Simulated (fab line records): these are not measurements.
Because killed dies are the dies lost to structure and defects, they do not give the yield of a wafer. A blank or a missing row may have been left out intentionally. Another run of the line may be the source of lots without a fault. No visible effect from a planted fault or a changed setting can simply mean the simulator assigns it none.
Which of the tools did it? + flow gf180mcu + 18 wafers from 7 lots sampled at 2 of the route's 602 steps

WHAT THE GAUGES SHOWED, per wafer
GF_HV_LDD_CD_MEAS_07: the cd target is 400 nm.
| lot  | measured     | on        | cd nm (nm)              |
|------|--------------|-----------|-------------------------|
| L125 | day 10 11:35 | cd sem-01 | 398.9 400.2 397.4       |
| L127 | day 10 22:23 | cd sem-02 | 397.4 400.8 400.4       |
| L129 | day 11 11:01 | cd sem-01 | 398.7 401.1 398.7       |
| L133 | day 12 12:55 | cd sem-01 | 402.5 399.4 401.2       |
| L135 | day 13 06:05 | cd sem-01 | 399.6 398.4 398.2       |
| L140 | day 14 18:46 | cd sem-01 | 321.3 320.9             |
| L142 | day 15 12:41 | cd sem-01 | 321.5 402.4 321.7 402.2 |

WHICH TOOL RAN EACH LOT (tool, then ch and the chambers of the sampled wafers, then the start)
| lot  | GF_HV_LDD_DEVELOP_06              |
|------|-----------------------------------|
| L125 | litho track-03 ch 0, day 10 11:26 |
| L127 | litho track-04 ch 0, day 10 22:14 |
| L129 | litho track-04 ch 0, day 11 10:52 |
| L133 | litho track-01 ch 0, day 12 12:46 |
| L135 | litho track-03 ch 0, day 13 05:56 |
| L140 | litho track-04 ch 0, day 14 18:37 |
| L142 | litho track-04 ch 0, day 15 12:34 |
- GF_HV_LDD_DEVELOP_06: develop time 60 s.

THE ANSWER, worked out from the rows above alone
Rule: usual is defined by the lots themselves. The widest of any qualifying gaps counts: lots, ordered by their means at a reading, are off when they make up no more than a third of the lots, leave a main group of 4 or more, and stand apart from it by 3 or more times the standard deviation of that group's means. The tables above print the reading to a certain number of digits; a main group whose means all agree to those digits is not used. Also off: a lot with no number at a reading for which 4 or more lots have one. All remaining lots with rows at the step are treated as sound.
Off at GF_HV_LDD_CD_MEAS_07 (cd nm): L140, L142. The main group has a mean of 399.5 nm with a standard deviation of 0.82.
If a tool, at a process step before that reading, ran all the lots that are off and no sound lot after the first of them, it fits. Those tools and the gauges at GF_HV_LDD_CD_MEAS_07 are tried in the same way. Undecided on this evidence; 2 tools fit (litho track-04 at GF_HV_LDD_DEVELOP_06, cd sem-01 at GF_HV_LDD_CD_MEAS_07).

WHAT THE SIMULATOR HAD PUT IN
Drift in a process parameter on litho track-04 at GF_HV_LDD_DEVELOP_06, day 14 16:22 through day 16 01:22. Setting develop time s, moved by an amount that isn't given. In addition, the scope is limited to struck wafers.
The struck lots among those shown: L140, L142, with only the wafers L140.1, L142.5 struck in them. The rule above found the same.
